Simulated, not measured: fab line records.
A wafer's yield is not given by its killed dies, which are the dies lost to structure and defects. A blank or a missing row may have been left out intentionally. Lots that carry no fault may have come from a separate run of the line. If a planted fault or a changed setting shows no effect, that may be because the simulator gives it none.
fab line records ; flow sky130
record: lots: 14; wafers: 42; last_day: 50
route steps=708 shown GATE_OXIDE@194 CONTACT@409 METAL1@434
lots with no fault: from the same line, run without faults
start_h: the number of hours between the record's first day and the start of the first shown wafer of the lot ; wait_h: time in hours since the lot's previous step ; " unchanged from the row above ; L1.1+2: a row that stands for several wafers ; - no value, or no start was given ; * or withheld: withheld ; < > ~ a bound
route shown NAME@n: names a module that has steps shown in the file, with the first one's number in the route ; usual: the fault-free wafers' mean and standard deviation ; same: alike in all rows ; chamber/n: place in a boat ; sites: the reading at each site ; _std_site: standard deviation across them ; _edge_site: inner sites' mean taken away from outer sites' mean ; radius_mm: how far each site lies from the wafer's centre ; mask NAME#n: copy n ; behind: the last tool/chamber to shape the wafer ; hold: why the lot was held/for how many hours/how that ended ; device: the transistor (n, p or np) that didn't switch ; end of line: at the end of the route, the tests of the same wafers ; for a step that has no rows: nothing shown but its recipe ; killed: the dies lost at the first sort to structure and to defects; this is not the yield of the wafer ; map: a wafer's dies, marking killed ones x, the rest . and places with no die _
set.NAME: the setting that was run; set.NAME@STEP: the one run at that earlier step ; model.NAME: the simulator's own value behind a step, which no gauge read
steps of the route over a sample of lots; a table a step, a row a wafer
services: from which hour (start_h, from the record's first day; less than 0 if before it) a tool's chamber was out of use, for how many hours, and why
== steps ==
step: SKY_GATE_OXIDE_EXPOSE_07
recipe: mask_id: LVOM; na: 0.6; source_shape: conventional; sigma_outer: 0.6; polarization: unpolarized; target_cd_nm: 600; dose_mj: 170
usual: exposure_dose_mJ_cm2: 170.01/0.14; focus_offset_nm: -0.1/0.54
lot.wafer;tool;chamber;start_h;wait_h;mask;exposure_dose_mJ_cm2;focus_offset_nm
L294.1;iline_stepper-01;0;298.33;-;LVOM#0;170.20;0.3
L294.5;iline_stepper-01;0;298.33;-;LVOM#0;170.03;0.1
L294.6;iline_stepper-01;0;298.33;-;LVOM#0;170.01;-0.6
L296.2;iline_stepper-02;0;312.74;-;LVOM#0;169.88;0.4
L296.5;iline_stepper-02;0;312.74;-;LVOM#0;170.30;0.0
L296.6;iline_stepper-02;0;312.74;-;LVOM#0;169.99;0.5
L297.1;iline_stepper-02;0;318.55;-;LVOM#0;170.11;0.6
L297.2;iline_stepper-02;0;318.55;-;LVOM#0;169.95;0.6
L297.4;iline_stepper-02;0;318.55;-;LVOM#0;169.86;-0.4
L299.1;iline_stepper-02;-;333.18;-;LVOM#0;-;-
L299.4;iline_stepper-02;-;333.18;-;LVOM#0;-;-
L299.5;iline_stepper-02;-;333.18;-;LVOM#0;-;-
L300.1;iline_stepper-01;-;342.52;-;LVOM#0;-;-
L300.2;iline_stepper-01;-;342.52;-;LVOM#0;-;-
L300.5;iline_stepper-01;-;342.52;-;LVOM#0;-;-
L302.1;iline_stepper-02;0;357.65;-;LVOM#0;170.29;-0.1
L302.2;iline_stepper-02;0;357.65;-;LVOM#0;170.21;-0.3
L302.4;iline_stepper-02;0;357.65;-;LVOM#0;170.24;0.6
L309.3;iline_stepper-01;0;428.74;-;LVOM#0;170.09;-0.2
L309.5;iline_stepper-01;0;428.74;-;LVOM#0;170.13;0.3
L309.6;iline_stepper-01;0;428.74;-;LVOM#0;169.90;0.2
L310.3;iline_stepper-01;0;430.12;-;LVOM#0;169.96;-0.7
L310.5;iline_stepper-01;0;430.12;-;LVOM#0;169.82;-1.2
L310.6;iline_stepper-01;0;430.12;-;LVOM#0;169.98;-0.6
L311.1;iline_stepper-01;0;443.10;-;LVOM#0;170.18;-0.6
L311.3;iline_stepper-01;0;443.10;-;LVOM#0;169.96;-0.4
L311.6;iline_stepper-01;0;443.10;-;LVOM#0;169.86;-0.8
L313.1;iline_stepper-02;0;451.43;-;LVOM#0;170.06;0.5
L313.3;iline_stepper-02;0;451.43;-;LVOM#0;169.93;0.5
L313.4;iline_stepper-02;0;451.43;-;LVOM#0;169.94;0.4
L314.1;iline_stepper-01;0;465.86;-;LVOM#0;170.24;-0.2
L314.3;iline_stepper-01;0;465.86;-;LVOM#0;170.01;0.0
L314.6;iline_stepper-01;0;465.86;-;LVOM#0;170.03;0.2
L315.1;iline_stepper-02;0;472.17;-;LVOM#0;170.06;-0.1
L315.4;iline_stepper-02;0;472.17;-;LVOM#0;170.09;0.3
L315.5;iline_stepper-02;0;472.17;-;LVOM#0;170.18;-0.5
L316.2;iline_stepper-02;0;479.02;-;LVOM#0;170.20;-0.8
L316.3;iline_stepper-02;0;479.02;-;LVOM#0;170.06;0.0
L316.6;iline_stepper-02;0;479.02;-;LVOM#0;169.77;-0.2
L317.3;iline_stepper-02;0;482.09;-;LVOM#0;169.89;0.5
L317.4;iline_stepper-02;0;482.09;-;LVOM#0;170.01;-0.2
L317.6;iline_stepper-02;0;482.09;-;LVOM#0;170.06;-0.7
step: SKY_CONTACT_THK_MEAS_03
recipe: reads: SiO2_of_CONTACT_HDPCVD_02
usual: CONTACT_HDPCVD_THK: 565/5
lot.wafer;tool;chamber;start_h;wait_h;CONTACT_HDPCVD_THK[nm]
L294.1;film_metro-01;-;710.54;0.0;566
L294.5;film_metro-01;-;710.54;0.0;564
L294.6;film_metro-01;-;710.54;0.0;566
L296.2;film_metro-03;-;724.47;0.0;562
L296.5;film_metro-03;-;724.47;0.0;559
L296.6;film_metro-03;-;724.47;0.0;557
L297.1;film_metro-01;-;729.45;0.0;554
L297.2;film_metro-01;-;729.45;0.0;566
L297.4;film_metro-01;-;729.45;0.0;558
L302.1;film_metro-04;-;776.10;0.0;560
L302.2;film_metro-04;-;776.10;0.0;561
L302.4;film_metro-04;-;776.10;0.0;562
L309.3;film_metro-01;-;835.53;0.1;564
L309.5;film_metro-01;-;835.53;0.1;565
L309.6;film_metro-01;-;835.53;0.1;552
L310.3;film_metro-01;-;836.37;0.1;570
L310.5;film_metro-01;-;836.37;0.1;573
L310.6;film_metro-01;-;836.37;0.1;573
L311.1;film_metro-04;-;843.37;0.0;564
L311.3;film_metro-04;-;843.37;0.0;563
L311.6;film_metro-04;-;843.37;0.0;557
L313.1;film_metro-03;-;854.23;0.0;559
L313.3;film_metro-03;-;854.23;0.0;570
L313.4;film_metro-03;-;854.23;0.0;563
L314.1;film_metro-04;-;865.03;0.0;564
L314.3;film_metro-04;-;865.03;0.0;556
L314.6;film_metro-04;-;865.03;0.0;562
L315.1;film_metro-01;-;866.95;0.0;557
L315.4;film_metro-01;-;866.95;0.0;566
L315.5;film_metro-01;-;866.95;0.0;563
L316.2;film_metro-01;-;872.89;0.0;565
L316.3;film_metro-01;-;872.89;0.0;566
L316.6;film_metro-01;-;872.89;0.0;563
L317.3;film_metro-01;-;875.31;0.1;569
L317.4;film_metro-01;-;875.31;0.1;561
L317.6;film_metro-01;-;875.31;0.1;566
step: SKY_METAL1_SPUTTER_00
recipe: material: Ti; target_thk_nm: 15; power_w: 3000; time_s: 10; chamber_pressure_pa: 0.4
usual: throttle_valve_pct: 30.7/1.1
same: time_s: 10
lot.wafer;tool;chamber;start_h;wait_h;throttle_valve_pct
L294.1;pvd_sputter-04;-;739.95;0.2;30.9
L294.5;pvd_sputter-04;-;739.95;0.2;30.6
L294.6;pvd_sputter-04;-;739.95;0.2;29.0
L296.2;pvd_sputter-02;-;753.78;0.2;31.5
L296.5;pvd_sputter-02;-;753.78;0.2;30.1
L296.6;pvd_sputter-02;-;753.78;0.2;29.8
L297.1;pvd_sputter-04;-;758.68;0.1;30.1
L297.2;pvd_sputter-04;-;758.68;0.1;29.4
L297.4;pvd_sputter-04;-;758.68;0.1;31.3
L302.1;pvd_sputter-04;-;804.83;0.2;30.4
L302.2;pvd_sputter-04;-;804.83;0.2;31.1
L302.4;pvd_sputter-04;-;804.83;0.2;29.2
L309.3;pvd_sputter-03;-;863.49;0.2;33.1
L309.5;pvd_sputter-03;-;863.49;0.2;31.1
L309.6;pvd_sputter-03;-;863.49;0.2;32.8
L310.3;pvd_sputter-02;-;864.18;0.2;32.2
L310.5;pvd_sputter-02;-;864.18;0.2;29.5
L310.6;pvd_sputter-02;-;864.18;0.2;30.0
L311.1;pvd_sputter-03;-;872.06;0.2;30.8
L311.3;pvd_sputter-03;-;872.06;0.2;29.6
L311.6;pvd_sputter-03;-;872.06;0.2;33.0
L313.1;pvd_sputter-02;-;882.14;0.2;32.4
L313.3;pvd_sputter-02;-;882.14;0.2;31.3
L313.4;pvd_sputter-02;-;882.14;0.2;30.2
L314.1;pvd_sputter-03;-;892.38;0.1;32.9
L314.3;pvd_sputter-03;-;892.38;0.1;31.2
L314.6;pvd_sputter-03;-;892.38;0.1;33.0
L315.1;pvd_sputter-04;-;893.54;0.2;30.6
L315.4;pvd_sputter-04;-;893.54;0.2;30.3
L315.5;pvd_sputter-04;-;893.54;0.2;31.0
L316.2;pvd_sputter-03;-;900.83;0.2;29.6
L316.3;pvd_sputter-03;-;900.83;0.2;29.7
L316.6;pvd_sputter-03;-;900.83;0.2;30.0
L317.3;pvd_sputter-02;-;902.99;0.1;32.1
L317.4;pvd_sputter-02;-;902.99;0.1;31.6
L317.6;pvd_sputter-02;-;902.99;0.1;30.1
step: SKY_METAL1_CD_MEAS_15
recipe: target_cd_nm: 140
usual: cd_nm: 139.8/1.7
lot.wafer;tool;chamber;start_h;wait_h;cd_nm
L294.1;cd_sem-02;-;767.16;-;141.4
L294.5;cd_sem-02;-;767.16;-;140.2
L294.6;cd_sem-02;-;767.16;-;142.0
L296.2;cd_sem-01;-;780.42;-;141.3
L296.5;cd_sem-01;-;780.42;-;139.5
L296.6;cd_sem-01;-;780.42;-;138.8
L297.1;cd_sem-02;-;785.76;-;139.8
L297.2;cd_sem-02;-;785.76;-;139.4
L297.4;cd_sem-02;-;785.76;-;139.6
L302.1;cd_sem-02;-;831.61;-;142.7
L302.2;cd_sem-02;-;831.61;-;143.6
L302.4;cd_sem-02;-;831.61;-;141.9
L309.3;cd_sem-01;-;890.59;-;142.8
L309.5;cd_sem-01;-;890.59;-;140.7
L309.6;cd_sem-01;-;890.59;-;140.8
L310.3;cd_sem-02;-;890.92;-;139.9
L310.5;cd_sem-02;-;890.92;-;138.6
L310.6;cd_sem-02;-;890.92;-;137.9
L311.1;cd_sem-02;-;897.46;-;141.2
L311.3;cd_sem-02;-;897.46;-;140.9
L311.6;cd_sem-02;-;897.46;-;140.4
L313.1;cd_sem-01;-;907.23;-;139.4
L313.3;cd_sem-01;-;907.23;-;138.7
L313.4;cd_sem-01;-;907.23;-;140.1
L314.1;cd_sem-01;-;917.72;-;139.3
L314.3;cd_sem-01;-;917.72;-;139.7
L314.6;cd_sem-01;-;917.72;-;140.7
L315.1;cd_sem-02;-;918.78;-;137.5
L315.4;cd_sem-02;-;918.78;-;137.5
L315.5;cd_sem-02;-;918.78;-;137.2
L316.2;cd_sem-01;-;925.98;-;140.9
L316.3;cd_sem-01;-;925.98;-;140.3
L316.6;cd_sem-01;-;925.98;-;141.5
L317.3;cd_sem-01;-;928.20;-;139.5
L317.4;cd_sem-01;-;928.20;-;139.2
L317.6;cd_sem-01;-;928.20;-;138.5
== services ==
tool;chamber;start_h;hours;kind
pvd_sputter-03;-;274.71;8.4;repair
pvd_sputter-04;-;295.80;4.4;repair
iline_stepper-02;-;306.54;1.7;pm
pvd_sputter-03;-;352.47;1.7;repair
iline_stepper-02;-;465.72;2.1;pm
iline_stepper-01;-;485.93;1.7;pm
pvd_sputter-04;-;492.99;0.8;repair
pvd_sputter-03;-;509.04;3.7;repair
iline_stepper-02;-;524.72;1.7;pm
iline_stepper-02;-;633.56;12.2;repair
pvd_sputter-02;-;643.95;6.1;repair
iline_stepper-01;-;704.11;1.7;pm
pvd_sputter-03;-;708.75;1.2;repair
pvd_sputter-02;-;727.67;3.9;repair
pvd_sputter-03;-;740.79;2.5;repair
iline_stepper-02;-;742.91;1.7;pm
iline_stepper-02;-;747.21;4.4;pm
pvd_sputter-02;-;761.01;1.1;repair
iline_stepper-01;-;774.60;6.8;repair
pvd_sputter-03;-;775.04;1.3;repair
iline_stepper-02;-;839.58;7.3;repair
pvd_sputter-02;-;854.54;4.9;repair
iline_stepper-02;-;857.99;2.6;repair
pvd_sputter-03;-;879.64;4.4;repair
== key ==
first_sign: step: SKY_GATE_OXIDE_EXPOSE_07; reading: tool_record; direction: missing
effect none on later readings
met_at SKY_GATE_OXIDE_EXPOSE_07
struck_lots L299,L300
later_rows_left_out L299.1,L299.4,L299.5,L300.1,L300.2,L300.5
sort_left_out L299.1,L299.4,L299.5,L300.1,L300.2,L300.5
tester_left_out L299,L300
not_acting_at SKY_CONTACT_THK_MEAS_03,SKY_METAL1_SPUTTER_00,SKY_METAL1_CD_MEAS_15
onset_between 318.55 333.18
fault: kind: skipped_step_whole; tool: iline_stepper-01,iline_stepper-02; chamber: -; onset_h: 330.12; steps: SKY_GATE_OXIDE_EXPOSE_07; scope: struck_lots_only
tester_left_out: of these lots the tester's yield and bins aren't shown, on N5 and GAA mostly nor the transistor test; their killed dies are dies lost to structure and defects alone, not to doping, threshold or leakage, so they don't give the yield
sort_left_out: the simulated sort isn't trusted on such a fault, so these wafers' sort isn't shown, and their yield isn't known
later_rows_left_out: the simulator's readings of these wafers behind a module that went badly wrong aren't trusted and aren't shown, but for the sort
